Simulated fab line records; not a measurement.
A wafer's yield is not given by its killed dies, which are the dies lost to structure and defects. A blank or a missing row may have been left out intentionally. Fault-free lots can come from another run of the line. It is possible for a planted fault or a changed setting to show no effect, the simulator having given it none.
fab line records + flow sky130
[record]
- lots = 6
- wafers = 18
- lastDay = 49
route steps=708 shown METAL5@680 PASSIVATION@681 PAD_OPEN@694
lots with no fault: from the same line, run without faults
startH: start of the lot's first displayed wafer, in hours after the record's first day + waitH: hours from the lot's prior step to this one + " same as the row above + L1.1+2: a single row standing in for several wafers + - no value, or no start was given + * or withheld: withheld + < > ~ a bound
route shown NAME@n: NAME is a module with steps in the file, n the number in the route of the first one + usual: the fault-free wafers' mean and standard deviation + same: alike in all rows + chamber/n: place in a boat + sites: readings site by site + _std_site: standard deviation of those values + _edge_site: outer sites' mean less inner sites' + radiusMm: for every site, how far away it sits from the centre of the wafer + mask NAME#n: copy n + behind: tool/chamber where the wafer was last shaped + hold: cause of the lot's hold/its duration in hours/its outcome + device: which transistor (n, p or np) failed to switch + end of line: the route-end tests of the same wafers + step lacking rows: just its recipe + killed: dies that structure and defects cost at the first sort, which is not the same as the wafer's yield + map: a wafer's dies, marking killed ones x, the rest . and places with no die _
set.NAME: the setting that was run; set.NAME@STEP: the one run at that earlier step + model.NAME: the simulator's own value behind a step, which no gauge read
lots at selected steps of the route; one table per step, one row per wafer
services: from which hour (startH, from the record's first day; less than 0 if before it) a tool's chamber was out of use, for how many hours, and why
[[steps]]
[step SKY_METAL5_CLEAN_19]
[recipe]
- chemistry = O3/DIW
- dry = n2Spin
[step SKY_PASSIVATION_CVD_00]
[recipe]
- material = SiO2
- targetThkNm = 90
- tempC = 400
- timeS = withheld
- rfW = 600
[usual]
- heaterPowerW = 684/69
- rfFwdPowerW = 588.7/2.8
- susceptorTempC = 399.99/0.23
| lot.wafer | tool     | chamber | startH  | waitH | heaterPowerW | rfFwdPowerW | susceptorTempC |
|-----------|----------|---------|---------|-------|--------------|-------------|----------------|
| L319.2    | pecvd-02 | 0       | 1038.17 | 0.0   | 657          | 588.0       | 400.78         |
| L319.4    | "        | 1       | "       | "     | 723          | 587.3       | 400.20         |
| L319.5    | "        | 0       | "       | "     | 667          | 588.9       | 400.15         |
| L321.1    | pecvd-02 | 0       | 1050.33 | 0.0   | 677          | 584.7       | 400.10         |
| L321.2    | "        | 2       | "       | "     | 610          | 587.3       | 400.72         |
| L321.3    | "        | 1       | "       | "     | 663          | 592.7       | 399.63         |
| L327.3    | pecvd-01 | 0       | 1091.07 | 0.0   | 593          | 591.8       | 400.40         |
| L327.4    | "        | 0       | "       | "     | 609          | 592.4       | 400.38         |
| L327.6    | "        | 1       | "       | "     | 776          | 583.9       | 399.83         |
| L328.4    | pecvd-02 | 1       | 1093.92 | 0.0   | 664          | 591.1       | 399.74         |
| L328.5    | "        | 2       | "       | "     | 685          | 585.2       | 399.99         |
| L328.6    | "        | 0       | "       | "     | 738          | 592.9       | 400.12         |
| L333.1    | pecvd-04 | 1       | 1129.25 | 0.0   | 840          | 588.8       | 399.88         |
| L333.3    | "        | 2       | "       | "     | 635          | 589.1       | 399.64         |
| L333.5    | "        | 0       | "       | "     | 733          | 587.4       | 399.75         |
| L334.1    | pecvd-02 | 2       | 1131.68 | 0.0   | 634          | 587.9       | 399.87         |
| L334.2    | "        | 0       | "       | "     | 687          | 589.0       | 400.21         |
| L334.4    | "        | 2       | "       | "     | 617          | 586.1       | 399.74         |
[step SKY_PASSIVATION_THK_MEAS_01]
[recipe]
- reads = SiO2_of_PASSIVATION_CVD_00
[usual]
- PASSIVATION_CVD_00_THK = 90.0/1.2
| lot.wafer | tool         | chamber | startH  | waitH | PASSIVATION_CVD_00_THK[nm] |
|-----------|--------------|---------|---------|-------|----------------------------|
| L319.2    | filmMetro-01 | -       | 1038.23 | -     | 89.0                       |
| L319.4    | "            | -       | "       | "     | 90.5                       |
| L319.5    | "            | -       | "       | "     | 90.4                       |
| L321.1    | filmMetro-02 | -       | 1050.35 | -     | 90.2                       |
| L321.2    | "            | -       | "       | "     | 88.4                       |
| L321.3    | "            | -       | "       | "     | 88.8                       |
| L327.3    | filmMetro-04 | -       | 1091.12 | -     | 88.3                       |
| L327.4    | "            | -       | "       | "     | 89.8                       |
| L327.6    | "            | -       | "       | "     | 90.6                       |
| L328.4    | filmMetro-01 | -       | 1093.97 | -     | 91.8                       |
| L328.5    | "            | -       | "       | "     | 91.9                       |
| L328.6    | "            | -       | "       | "     | 91.0                       |
| L333.1    | filmMetro-01 | -       | 1129.28 | -     | 89.4                       |
| L333.3    | "            | -       | "       | "     | 89.9                       |
| L333.5    | "            | -       | "       | "     | 91.2                       |
| L334.1    | filmMetro-02 | -       | 1131.70 | -     | 88.7                       |
| L334.2    | "            | -       | "       | "     | 87.9                       |
| L334.4    | "            | -       | "       | "     | 90.2                       |
[step SKY_PASSIVATION_CVD_02]
[recipe]
- material = Si3N4
- targetThkNm = 540
- tempC = 400
- timeS = withheld
- rfW = 450
[usual]
- heaterPowerW = 729/76
- rfFwdPowerW = 449.3/1.3
- susceptorTempC = 399.95/0.23
| lot.wafer | tool     | chamber | startH  | waitH | heaterPowerW | rfFwdPowerW | susceptorTempC |
|-----------|----------|---------|---------|-------|--------------|-------------|----------------|
| L319.2    | pecvd-01 | 2       | 1038.28 | 0.0   | 603          | 448.6       | 399.92         |
| L319.4    | "        | 1       | "       | "     | 740          | 451.5       | 400.21         |
| L319.5    | "        | 2       | "       | "     | 656          | 448.4       | 400.13         |
| L321.1    | pecvd-01 | 1       | 1050.41 | 0.1   | 796          | 448.2       | 399.65         |
| L321.2    | "        | 0       | "       | "     | 708          | 449.1       | 400.23         |
| L321.3    | "        | 2       | "       | "     | 641          | 449.3       | 400.11         |
| L327.3    | pecvd-02 | 2       | 1091.16 | 0.0   | 641          | 447.0       | 399.88         |
| L327.4    | "        | 1       | "       | "     | 819          | 450.1       | 399.85         |
| L327.6    | "        | 2       | "       | "     | 676          | 449.9       | 399.66         |
| L328.4    | pecvd-04 | 2       | 1094.11 | 0.1   | 753          | 446.7       | 399.93         |
| L328.5    | "        | 1       | "       | "     | 822          | 451.7       | 400.20         |
| L328.6    | "        | 0       | "       | "     | 776          | 449.5       | 399.87         |
| L333.1    | pecvd-01 | 2       | 1129.34 | 0.1   | 654          | 449.6       | 399.70         |
| L333.3    | "        | 0       | "       | "     | 633          | 448.9       | 399.92         |
| L333.5    | "        | 2       | "       | "     | 696          | 451.0       | 399.69         |
| L334.1    | pecvd-01 | 0       | 1131.76 | 0.1   | 710          | 449.9       | 399.97         |
| L334.2    | "        | 2       | "       | "     | 687          | 450.1       | 400.07         |
| L334.4    | "        | 0       | "       | "     | 708          | 450.0       | 400.08         |
[step SKY_PASSIVATION_THK_MEAS_03]
[recipe]
- reads = Si3N4_of_PASSIVATION_CVD_02
[usual]
- PASSIVATION_CVD_02_THK = 541/6.9
| lot.wafer | tool         | chamber | startH  | waitH | PASSIVATION_CVD_02_THK[nm] |
|-----------|--------------|---------|---------|-------|----------------------------|
| L319.2    | filmMetro-01 | -       | 1038.52 | -     | 533                        |
| L319.4    | "            | -       | "       | "     | 543                        |
| L319.5    | "            | -       | "       | "     | 542                        |
| L321.1    | filmMetro-01 | -       | 1050.64 | -     | 541                        |
| L321.2    | "            | -       | "       | "     | 547                        |
| L321.3    | "            | -       | "       | "     | 535                        |
| L327.3    | filmMetro-04 | -       | 1091.40 | -     | 533                        |
| L327.4    | "            | -       | "       | "     | 540                        |
| L327.6    | "            | -       | "       | "     | 543                        |
| L328.4    | filmMetro-01 | -       | 1094.25 | -     | 555                        |
| L328.5    | "            | -       | "       | "     | 554                        |
| L328.6    | "            | -       | "       | "     | 555                        |
| L333.1    | filmMetro-02 | -       | 1129.56 | -     | 535                        |
| L333.3    | "            | -       | "       | "     | 539                        |
| L333.5    | "            | -       | "       | "     | 543                        |
| L334.1    | filmMetro-04 | -       | 1131.99 | -     | 541                        |
| L334.2    | "            | -       | "       | "     | 535                        |
| L334.4    | "            | -       | "       | "     | 550                        |
[step SKY_PASSIVATION_DEHYDRATE_04]
[recipe]
- tempC = 200
- timeS = 60
[step SKY_PASSIVATION_HMDS_05]
[recipe]
- primeTimeS = 60
- primeTempC = 120
[step SKY_PASSIVATION_COAT_06]
[recipe]
- spinRpm = 2000
- resistThkNm = 3000
[step SKY_PASSIVATION_SOFTBAKE_07]
[recipe]
- tempC = 110
- timeS = withheld
[step SKY_PASSIVATION_EXPOSE_08]
[recipe]
- maskId = NSM
- targetCdNm = 3000
- na = 0.57
- doseMj = 260
[step SKY_PASSIVATION_PEB_09]
[recipe]
- tempC = 115
- timeS = withheld
[step SKY_PASSIVATION_DEVELOP_10]
[recipe]
- developTimeS = 60
- devTempC = 23
[step SKY_PASSIVATION_ETCH_11]
[recipe]
- chemistry = CF4/O2
- targetDepthNm = 725
- stopOn = AlCu
- sourceW = 800
- biasW = 150
- pressureMtorr = 150
- cf4FlowSccm = 80
- O2_flow_sccm = 10
- timeS = 161.1
[usual]
- drypumpMotorCurrentA = 5.6/0.32
- oesProductAu = 0.978/0.0067
- rfFwdPowerW = 796.9/2.5
- throttleValvePct = 5.965/0.0079
| lot.wafer | tool       | chamber | startH  | waitH | drypumpMotorCurrentA | oesProductAu | rfFwdPowerW | rfHoursCounterH | throttleValvePct | model.coat_of_PASSIVATION_COAT_06.thkNm |
|-----------|------------|---------|---------|-------|----------------------|--------------|-------------|-----------------|------------------|-----------------------------------------|
| L319.2    | rieDiel-03 | 1       | 1060.70 | -     | 5.4                  | 0.974        | 799.4       | 31              | 5.954            | 2523                                    |
| L319.4    | "          | 0       | "       | "     | 5.6                  | 0.978        | 799.6       | 32              | 5.951            | 2525                                    |
| L319.5    | "          | 2       | "       | "     | 5.4                  | 0.984        | 794.9       | -               | 5.975            | 2523                                    |
| L321.1    | rieDiel-04 | 3       | 1071.95 | -     | 5.4                  | 0.973        | 796.2       | 9               | 5.968            | 2530                                    |
| L321.2    | "          | 0       | "       | "     | 5.7                  | 0.978        | 801.7       | 7               | 5.961            | 2524                                    |
| L321.3    | "          | 2       | "       | "     | 5.9                  | 0.971        | 794.7       | 8               | 5.967            | 2519                                    |
| L327.3    | rieDiel-04 | 3       | 1110.96 | -     | 5.4                  | 0.975        | 795.1       | 11              | 5.959            | 2526                                    |
| L327.4    | "          | 1       | "       | "     | 5.1                  | 0.970        | 792.6       | 17              | 5.965            | 2504                                    |
| L327.6    | "          | 1       | "       | "     | 5.1                  | 0.985        | 793.8       | -               | 5.961            | 2511                                    |
| L328.4    | rieDiel-04 | 3       | 1112.41 | -     | 5.4                  | 0.978        | 795.9       | 11              | 5.966            | 2546                                    |
| L328.5    | "          | 3       | "       | "     | 5.4                  | 0.981        | 800.2       | -               | 5.965            | 2539                                    |
| L328.6    | "          | 0       | "       | "     | 5.7                  | 0.976        | 796.5       | -               | 5.960            | 2537                                    |
| L333.1    | rieDiel-04 | 1       | 1146.90 | -     | 5.1                  | 0.977        | 797.0       | 19              | 5.952            | 2517                                    |
| L333.3    | "          | 0       | "       | "     | 5.7                  | 0.973        | 796.4       | 10              | 5.963            | 2510                                    |
| L333.5    | "          | 3       | "       | "     | 5.4                  | 0.977        | 926.9       | -               | 5.973            | 2440                                    |
| L334.1    | rieDiel-04 | 3       | 1149.80 | -     | 5.4                  | 0.987        | 926.2       | 12              | 5.968            | 2451                                    |
| L334.2    | "          | 0       | "       | "     | 5.7                  | 0.975        | 802.5       | 10              | 5.968            | 2523                                    |
| L334.4    | "          | 1       | "       | "     | 5.1                  | 0.980        | 797.6       | 19              | 5.959            | 2508                                    |
[step SKY_PASSIVATION_STRIP_12]
[recipe]
- chemistry = O2/N2
- powerW = 1400
- pressureMtorr = 1500
- platenTempC = withheld
- overashFraction = 0.7
- o2FlowSccm = 3000
- n2FlowSccm = 300
[usual]
- drypumpMotorCurrentA = 5.7/0.39
- n2FlowSccm = 300.0/0.86
- oesProductAu = 0.661/0.0046
- stripTimeToEndpointS = 31.54/0.12
| lot.wafer | tool           | chamber | startH  | waitH | drypumpMotorCurrentA | n2FlowSccm | oesProductAu | rfHoursCounterH | stripTimeToEndpointS |
|-----------|----------------|---------|---------|-------|----------------------|------------|--------------|-----------------|----------------------|
| L319.2    | plasmaAsher-02 | 1       | 1060.82 | 0.1   | 5.5                  | 300.9      | 0.667        | 60              | 31.60                |
| L319.4    | "              | 0       | "       | "     | 5.2                  | 299.4      | 0.663        | -               | 31.62                |
| L319.5    | "              | 0       | "       | "     | 5.2                  | 299.1      | 0.658        | -               | 31.59                |
| L321.1    | plasmaAsher-03 | 1       | 1072.06 | 0.1   | 6.0                  | 299.6      | 0.659        | 34              | 31.70                |
| L321.2    | "              | 0       | "       | "     | 6.0                  | 300.4      | 0.664        | 34              | 31.61                |
| L321.3    | "              | 0       | "       | "     | 6.0                  | 299.8      | 0.656        | -               | 31.55                |
| L327.3    | plasmaAsher-02 | 0       | 1111.10 | 0.1   | 5.2                  | 300.6      | 0.658        | -               | 31.64                |
| L327.4    | "              | 1       | "       | "     | 5.5                  | 299.9      | 0.659        | -               | 31.37                |
| L327.6    | "              | 1       | "       | "     | 5.5                  | 299.8      | 0.673        | -               | 31.46                |
| L328.4    | plasmaAsher-03 | 1       | 1112.55 | 0.1   | 6.0                  | 301.6      | 0.662        | -               | 31.89                |
| L328.5    | "              | 0       | "       | "     | 6.0                  | 300.5      | 0.657        | -               | 31.79                |
| L328.6    | "              | 1       | "       | "     | 6.0                  | 301.1      | 0.651        | -               | 31.78                |
| L333.1    | plasmaAsher-02 | 1       | 1147.01 | 0.1   | 5.5                  | 300.5      | 0.663        | 69              | 31.53                |
| L333.3    | "              | 0       | "       | "     | 5.2                  | 299.8      | 0.659        | -               | 31.45                |
| L333.5    | "              | 0       | "       | "     | 5.2                  | 299.2      | 0.660        | -               | 30.65                |
| L334.1    | plasmaAsher-02 | 0       | 1149.91 | 0.1   | 5.2                  | 300.5      | 0.653        | 69              | 30.75                |
| L334.2    | "              | 1       | "       | "     | 5.5                  | 300.7      | 0.661        | 69              | 31.59                |
| L334.4    | "              | 1       | "       | "     | 5.5                  | 300.4      | 0.663        | -               | 31.41                |
[step SKY_PAD_OPEN_DEHYDRATE_00]
[recipe]
- tempC = 200
- timeS = 60
[step SKY_PAD_OPEN_PROBE_99]
[usual]
- defectLimitedYield = 82.5/1.9
- killed_at_M0_to_M3 = 44/6.4
- killed_at_M4_up = 3.4/2.1
- killedAtContacts = 23/5
- killedAtFrontEnd = 15/4.5
- killedAtOther = 0.3/0.54
- killedDies = 86/9.5
- killedOpen = 48/6.9
- killedShort = 38/5.9
- sort_bin_3_pad_short = 0.8/0.44
- sort_bin_5_function = 10.5/1.6
- sort_bin_6_memory = 6.1/1.1
- sortNPass = 406/9.5
- sortYieldPct = 82.5/1.9
[same]
- grossDies = 492
- killedAtBackSide = 0
- sort_bin_4_leakage[%] = 0
- sort_bin_8_speed[%] = 0
| lot.wafer | tool      | chamber | startH  | waitH | defectLimitedYield[%] | killed_at_M0_to_M3 | killed_at_M4_up | killedAtContacts | killedAtFrontEnd | killedAtOther | killedDies | killedOpen | killedShort | sort_bin_3_pad_short[%] | sort_bin_5_function[%] | sort_bin_6_memory[%] | sortNPass | sortYieldPct[%] |
|-----------|-----------|---------|---------|-------|-----------------------|--------------------|-----------------|------------------|------------------|---------------|------------|------------|-------------|-------------------------|------------------------|----------------------|-----------|-----------------|
| L319.2    | prober-02 | -       | 1084.16 | 0.1   | 81.9                  | 48                 | 2               | 26               | 12               | 1             | 89         | 49         | 40          | 0.4                     | 10.6                   | 7.1                  | 403       | 81.9            |
| L319.4    | prober-02 | -       | 1084.26 | 0.2   | 83.3                  | 41                 | 4               | 26               | 11               | 0             | 82         | 48         | 34          | 0.8                     | 10.2                   | 5.7                  | 410       | 83.3            |
| L319.5    | prober-02 | -       | 1084.31 | 0.2   | 83.9                  | 44                 | 1               | 20               | 14               | 0             | 79         | 45         | 34          | 0.8                     | 10.8                   | 4.5                  | 413       | 83.9            |
| L327.3    | prober-01 | -       | 1133.52 | 0.2   | 85.2                  | 41                 | 2               | 19               | 11               | 0             | 73         | 41         | 32          | 1.0                     | 8.7                    | 5.1                  | 419       | 85.2            |
| L327.4    | prober-01 | -       | 1133.57 | 0.2   | 82.1                  | 41                 | 5               | 24               | 16               | 2             | 88         | 49         | 37          | 1.4                     | 10.8                   | 5.7                  | 404       | 82.1            |
| L327.6    | prober-01 | -       | 1133.67 | 0.2   | 80.9                  | 43                 | 4               | 25               | 22               | 0             | 94         | 58         | 35          | 0.6                     | 12.4                   | 6.1                  | 398       | 80.9            |
| L333.1    | prober-01 | -       | 1166.01 | 0.1   | 80.9                  | 46                 | 3               | 28               | 16               | 1             | 94         | 51         | 41          | 1.0                     | 12.2                   | 5.9                  | 398       | 80.9            |
| L333.3    | prober-01 | -       | 1166.11 | 0.2   | 84.3                  | 36                 | 1               | 25               | 15               | 0             | 77         | 42         | 34          | 1.4                     | 9.1                    | 5.1                  | 415       | 84.3            |
| L333.5    | prober-01 | -       | 1166.21 | 0.2   | 80.1                  | 55                 | 2               | 26               | 14               | 1             | 98         | 62         | 35          | 0.8                     | 11.2                   | 7.9                  | 394       | 80.1            |
// killed by level:class
L319.2 VIA1:geometricParticle:open=15 CONTACT:geometricParticle:open=8 LOCAL_INTERCONNECT:geometricParticle:short=6 VIA3:geometricParticle:short=6 VIA3:geometricParticle:open=6 CONTACT:geometricParticle:short=5 VIA2:geometricParticle:open=5 FIELD_ISO:geometricParticle:open=4
L319.4 VIA1:geometricParticle:open=15 CONTACT:geometricParticle:short=9 LI_CONTACT:geometricParticle:open=7 VIA2:geometricParticle:open=6 VIA1:geometricParticle:short=5 CONTACT:geometricParticle:open=5 VIA3:geometricParticle:open=5 FIELD_ISO:geometricParticle:open=3
L319.5 VIA1:geometricParticle:open=10 VIA3:geometricParticle:open=9 CONTACT:geometricParticle:open=6 LI_CONTACT:geometricParticle:open=5 LI_CONTACT:geometricParticle:short=5 METAL1:geometricParticle:short=5 METAL2:geometricParticle:short=5 VIA2:geometricParticle:open=5
L327.3 VIA1:geometricParticle:open=16 CONTACT:geometricParticle:open=9 FIELD_ISO:geometricParticle:short=7 VIA1:geometricParticle:short=6 METAL1:geometricParticle:short=4 VIA2:geometricParticle:open=3 LI_CONTACT:geometricParticle:open=3 LOCAL_INTERCONNECT:geometricParticle:short=3
L327.4 VIA2:geometricParticle:open=10 LI_CONTACT:geometricParticle:open=9 VIA1:geometricParticle:open=9 FIELD_ISO:geometricParticle:short=5 LOCAL_INTERCONNECT:geometricParticle:short=5 FIELD_ISO:geometricParticle:open=4 CONTACT:geometricParticle:open=4 POLY_GATE:geometricParticle:short=4
L327.6 LI_CONTACT:geometricParticle:open=12 VIA2:geometricParticle:open=10 VIA1:geometricParticle:open=8 FIELD_ISO:geometricParticle:open=7 CONTACT:geometricParticle:open=7 POLY_GATE:geometricParticle:open=6 METAL3:geometricParticle:short=6 VIA1:geometricParticle:short=5
L333.1 VIA1:geometricParticle:open=13 LI_CONTACT:geometricParticle:open=9 CONTACT:geometricParticle:open=9 METAL2:geometricParticle:short=7 VIA3:geometricParticle:open=6 FIELD_ISO:geometricParticle:short=5 CONTACT:geometricParticle:short=5 VIA2:geometricParticle:open=5
L333.3 LI_CONTACT:geometricParticle:open=7 CONTACT:geometricParticle:open=7 FIELD_ISO:geometricParticle:open=6 VIA1:geometricParticle:open=6 METAL2:geometricParticle:short=6 CONTACT:geometricParticle:short=5 POLY_GATE:geometricParticle:short=4 VIA1:geometricParticle:short=4
L333.5 VIA1:geometricParticle:open=16 VIA2:geometricParticle:open=11 LI_CONTACT:geometricParticle:open=9 FIELD_ISO:geometricParticle:open=8 CONTACT:geometricParticle:open=7 VIA3:geometricParticle:open=7 LOCAL_INTERCONNECT:geometricParticle:short=5 VIA1:geometricParticle:short=5
[[services]]
| tool           | chamber | startH  | hours | kind          |
|----------------|---------|---------|-------|---------------|
| pecvd-04       | 2       | 1024.91 | 2.9   | repair        |
| pecvd-02       | -       | 1031.05 | 3.3   | repair        |
| pecvd-02       | 2       | 1032.39 | 16.5  | scheduledDown |
| plasmaAsher-03 | -       | 1044.69 | 4.3   | pm            |
| rieDiel-04     | 1       | 1050.04 | 2.7   | repair        |
| pecvd-01       | 2       | 1051.69 | 5.5   | scheduledDown |
| pecvd-02       | 2       | 1053.41 | 5.5   | scheduledDown |
| plasmaAsher-03 | -       | 1060.70 | 4.2   | repair        |
| rieDiel-03     | 0       | 1065.93 | -     | clean         |
| rieDiel-03     | 0       | 1065.93 | 21.7  | scheduledDown |
| rieDiel-03     | 0       | 1065.93 | 21.7  | ventCycle     |
| pecvd-02       | -       | 1097.40 | 6.0   | pm            |
| rieDiel-03     | 1       | 1105.41 | -     | clean         |
| rieDiel-03     | 1       | 1105.41 | 18.9  | scheduledDown |
| rieDiel-03     | 1       | 1105.41 | 18.9  | ventCycle     |
| pecvd-02       | 1       | 1108.18 | 6.2   | repair        |
| pecvd-02       | 0       | 1119.46 | -     | calibration   |
| pecvd-01       | 1       | 1123.79 | 2.1   | scheduledDown |
| pecvd-04       | -       | 1125.06 | 2.8   | pm            |
[[key]]
[firstSign]
- step = SKY_PASSIVATION_ETCH_11
- reading = rfFwdPowerW
- direction = up
- sigmas = 52
- usual = 796.9
- struck = 926.6
[effect]
- step = SKY_PASSIVATION_STRIP_12
- reading = stripTimeToEndpointS
- direction = down
- sigmas = 6.8
- usual = *
- struck = *
[modelEffect]
- step = SKY_PASSIVATION_ETCH_11
- value = coat_of_PASSIVATION_COAT_06.thkNm
- without = 2513
- struck = 2446
metAt SKY_PASSIVATION_ETCH_11
struckWafers L333.5,L334.1
onsetBetween 1112.41 1146.90
[fault]
- kind = processParameterDrift
- tool = rieDiel-04
- chamber = 3
- onsetH = 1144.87
- steps = SKY_PASSIVATION_ETCH_11
- channel = sourceW
- offset = 128
- shape = step
- endH = 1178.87
- actsIn = theseRecipesOnly
- stated = 800
